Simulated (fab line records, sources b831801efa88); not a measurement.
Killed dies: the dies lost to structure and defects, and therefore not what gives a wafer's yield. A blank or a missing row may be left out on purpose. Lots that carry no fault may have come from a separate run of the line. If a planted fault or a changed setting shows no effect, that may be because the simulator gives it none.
A lot that was struck, set against a sound lot / flow gf180mcu / 17 out of 602 route steps
Sound: these wafers, L530.1, L530.5, L530.6. Wafers struck: L518.3, L518.5. The cause is given at the end.
Each step with rows lists, per side, the tool, then ch with its chambers, then its first start. Under that, the readings that differ: sound wafers / struck wafers / difference of the means / sigmas: that difference in standard deviations of wafers without a fault.
alike: same words and numbers on both sides, and readings whose means sit less than 2 such deviations apart. not compared: any withheld reading, any reading some wafer has no value for, any bound like >300 that may hide the same value, and any number with overlapping values for which the record gives no deviation.
A row with sigmas, a row that says differs or no value, or rows on one side alone: a step with any of these is where the two part. Numbers that have no deviation but don't overlap get no sigmas and don't part them. A reading that every wafer of one side lacks parts them only if that side has two wafers or more.

GF_STI_BOW_MEAS_00:
  struck on film metro-03, day 2 21:04; sound on film metro-02, day 5 09:00
reading=INCOMING_BOW (um); sound=16 -4 5; struck=-6 -10; difference=-14; sigmas=-2
then, 1 step without rows for these wafers: GF_STI_OXIDATION_01 (stabilise 600 s, purge 300 s, target thk 10 nm).
GF_STI_THK_MEAS_02:
  struck on film metro-03, day 2 23:00; sound on film metro-04, day 5 10:31
  alike: STI_OXIDATION_THK
then, 1 step without rows for these wafers: GF_STI_CVD_03 (deposits Si3N4 from DCS/NH3, target thk 207.16 nm, time 3551 s).
GF_STI_THK_MEAS_04:
  struck on film metro-04, day 3 01:03; sound on film metro-02, day 5 12:34
  alike: STI_CVD_03_THK
then, 5 steps without rows for these wafers: GF_STI_DEHYDRATE_05 (time 60 s); GF_STI_HMDS_06 (prime time 60 s); GF_STI_COAT_07 (resist thk 700 nm); GF_STI_SOFTBAKE_08 (time 60 s); GF_STI_EXPOSE_09 (exposes mask COMP, target cd 220 nm).
GF_STI_PEB_10: peb time 90 s.
  sound on litho track-01 ch 0, day 6 02:37; struck on litho track-03 ch 0, day 3 13:44
then, 1 step without rows for these wafers: GF_STI_DEVELOP_11 (develop time 60 s).
GF_STI_CD_MEAS_12: the cd target is 220 nm.
  struck on cd sem-01, day 3 14:03; sound on cd sem-01, day 6 02:58
reading=cd nm (nm); sound=220.3 218.8 218.5; struck=213.7 213.9; difference=-5.4; sigmas=-5
GF_STI_ETCH_13: etches the open film in CHF3/O2, stops on Si, target depth 282.31 nm, time 112.9 s.
  sound on rie diel-04 ch 0,3, day 6 03:05; struck on rie diel-01 ch 2,3, day 3 14:08
reading=model.STI.cd nm (nm); sound=219.9 219.5 218.8; struck=213.9 213.5; difference=-5.7; sigmas=
  alike: drypump motor current A, oes product au, throttle valve pct
  not compared: rf hours counter h
GF_STI_ETCH_14: etches Si in HBr/Cl2/O2, target depth 360 nm, time 102.9 s.
  sound on rie si-01 ch 0,2,3, day 6 03:10; struck on rie si-01 ch 2,3, day 3 14:13
reading=model.STI.cd nm (nm); sound=224.2 220.7 221.7; struck=215.3 213.2; difference=-7.9; sigmas=
  alike: drypump motor current A, oes product au, throttle valve pct
  not compared: rf hours counter h
GF_STI_STRIP_15: strips in O2/N2.
  sound on plasma asher-01 ch 0,1, day 6 03:14; struck on plasma asher-02 ch 1, day 3 14:19
reading=drypump motor current A (A); sound=5.4 5.4 5.6; struck=6.7 6.7; difference=+1.2; sigmas=+2
  alike: heater power w, oes product au, strip time to endpoint s
  not compared: rf hours counter h
-- the record jumps here: 28 days lie between the struck wafers' starts before and after (it left off in module STI and takes up again in module PASSIVATION, whose first step shown is number 602 of the route) --
GF_PASSIVATION_PROBE_99:
  record: rows for the struck wafers here (prober-02, day 31 02:53), none for the sound ones

WHERE THEY PART
First at GF_STI_BOW_MEAS_00; last, within this record, at GF_PASSIVATION_PROBE_99.

WHY: the cause the simulator had injected
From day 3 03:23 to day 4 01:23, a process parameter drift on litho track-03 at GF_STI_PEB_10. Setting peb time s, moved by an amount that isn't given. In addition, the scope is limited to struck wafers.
